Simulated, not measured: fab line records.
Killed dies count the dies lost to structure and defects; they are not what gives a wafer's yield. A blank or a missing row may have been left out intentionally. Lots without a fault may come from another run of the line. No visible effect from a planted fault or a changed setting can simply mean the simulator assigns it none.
Struck lot and sound lot, side by side / flow sky130 / 17 steps out of a route of 708
Sound: these wafers, L425.2, L425.3, L425.4. Struck: wafers L433.4, L433.5, L433.6. Last of all comes the cause.
Order at every step that has rows: each side's tool, ch and its chambers, its first start. Under that, the readings that differ: sound wafers / struck wafers / difference of the means / sigmas: that difference in standard deviations of wafers without a fault.
alike: readings whose means differ by less than 2 such deviations, and words and numbers that are the same on both sides. not compared: withheld readings, readings that some wafer has no value for, bounds like >300 that may hide the same value, and numbers for which the record gives no deviation and whose values overlap.
The two part at a step that has a row with sigmas, a row that says differs or no value, or rows on one side only. Numbers that don't overlap but have no deviation are shown without sigmas and don't part them. A reading that every wafer of one side lacks parts them only if that side has two wafers or more.

SKY_VT_ADJUST_LVTN_OVL_MEAS_07:
  sound on overlay-01 at day 7 11:45; struck on overlay-01 at day 9 21:04
  alike: VT_ADJUST_LVTN_OVL
after that, 1 step had no rows for these wafers: SKY_VT_ADJUST_LVTN_IMPLANT_08.
SKY_VT_ADJUST_LVTN_STRIP_09: strips in O2/N2.
  sound on plasma_asher-03 ch 0,1, day 7 11:56; struck on plasma_asher-01 ch 0,1, day 9 21:16
  alike: chamber_pressure_mTorr, drypump_motor_current_A, o2_flow_sccm, oes_product_au, strip_time_to_endpoint_s
  not compared: rf_hours_counter_h
SKY_VT_ADJUST_LVTN_TW_MEAS_10:
  sound on film_metro-03 at day 7 12:02; struck on film_metro-04 at day 9 21:22
  alike: VT_ADJUST_LVTN_TW
then, 7 steps without rows for these wafers: SKY_VT_ADJUST_LVTN_DEHYDRATE_11 (time 60 s); SKY_VT_ADJUST_LVTN_HMDS_12 (prime time 60 s); SKY_VT_ADJUST_LVTN_COAT_13 (resist thk 1140 nm); SKY_VT_ADJUST_LVTN_SOFTBAKE_14 (time 60 s); SKY_VT_ADJUST_LVTN_EXPOSE_15 (exposes mask HVN STD DERIVED, target cd 600 nm); SKY_VT_ADJUST_LVTN_PEB_16; SKY_VT_ADJUST_LVTN_DEVELOP_17 (develop time 60 s).
SKY_VT_ADJUST_LVTN_OVL_MEAS_18:
  sound on overlay-01 at day 8 07:49; struck on overlay-01 at day 10 19:02
  alike: VT_ADJUST_LVTN_01_OVL
SKY_VT_ADJUST_LVTN_IMPLANT_19:
  sound on implanter-01 ch 0, day 8 07:52; struck on implanter-01 ch 0, day 10 19:07
reading=beam_on_s (s); sound=9.67 9.68 10.11; struck=12.97 12.81 12.93; difference=+3.08; sigmas=+13
reading=faraday_current_uA; sound=3.78 3.76 3.62; struck=2.83 2.88 2.83; difference=-0.87; sigmas=-11
  alike: beam_energy_keV, dose_ions_cm2
SKY_VT_ADJUST_LVTN_STRIP_20: strips in O2/N2.
  sound on plasma_asher-01 ch 0,1, day 8 08:00; struck on plasma_asher-02 ch 0,1, day 10 19:14
reading=drypump_motor_current_A (A); sound=6.5 6.6 5.7; struck=5.6 5.2 5.6; difference=-0.8; sigmas=-2
  alike: chamber_pressure_mTorr, o2_flow_sccm, oes_product_au, strip_time_to_endpoint_s
  not compared: rf_hours_counter_h
SKY_VT_ADJUST_LVTN_TW_MEAS_21:
  sound on film_metro-01 at day 8 08:07; struck on film_metro-01 at day 10 19:20
reading=VT_ADJUST_LVTN_2_TW; sound=189.6 188.4 189.9; struck=202.7 202.2 205.0; difference=+14.0; sigmas=+13
then, 1 step without rows for these wafers: SKY_VT_ADJUST_NCORE_DEHYDRATE_00 (time 60 s).
-- record jumps: 37 days separate the struck wafers' starts on either side; left off in module VT_ADJUST_NCORE, taken up again in module PAD_OPEN, whose first shown step is the route's number 708 --
SKY_PAD_OPEN_PROBE_99:
  sound on prober-01 at day 46 03:52; struck on prober-02 at day 48 06:34
reading=model.etest.nfet_g5v0d10v5.body_rise_v (V); sound=0.6575 0.6634 0.6635; struck=0.7025 0.6897 0.694; difference=+0.0339; sigmas=
reading=model.etest.nfet_16v.body_rise_v (V); sound=0.6549 0.6624 0.6611; struck=0.6992 0.6841 0.6899; difference=+0.0316; sigmas=
reading=model.etest.nfet_g5v0d10v5.vt_sat_v (V); sound=0.7488 0.7529 0.7606; struck=0.7883 0.7843 0.7819; difference=+0.0307; sigmas=
reading=model.etest.nfet_g5v0d10v5.vt_v (V); sound=0.8034 0.8086 0.8179; struck=0.8455 0.8378 0.8387; difference=+0.0307; sigmas=
  alike: killed_at_M0_to_M3, killed_at_M4_up, killed_at_contacts, killed_at_front_end, killed_at_other, killed_dies, killed_open, killed_short
  not compared: model.etest.res_pwell_under_gate.rs_ohm_sq

WHERE THEY PART
Last at SKY_VT_ADJUST_LVTN_TW_MEAS_21 as far as this record goes, first at SKY_VT_ADJUST_LVTN_IMPLANT_19. Later steps at which nothing parts them and some readings are alike: SKY_PAD_OPEN_PROBE_99.

WHY: whatever the simulator had introduced
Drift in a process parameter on implanter-01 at SKY_VT_ADJUST_LVTN_IMPLANT_19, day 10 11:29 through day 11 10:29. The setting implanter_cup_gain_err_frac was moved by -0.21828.
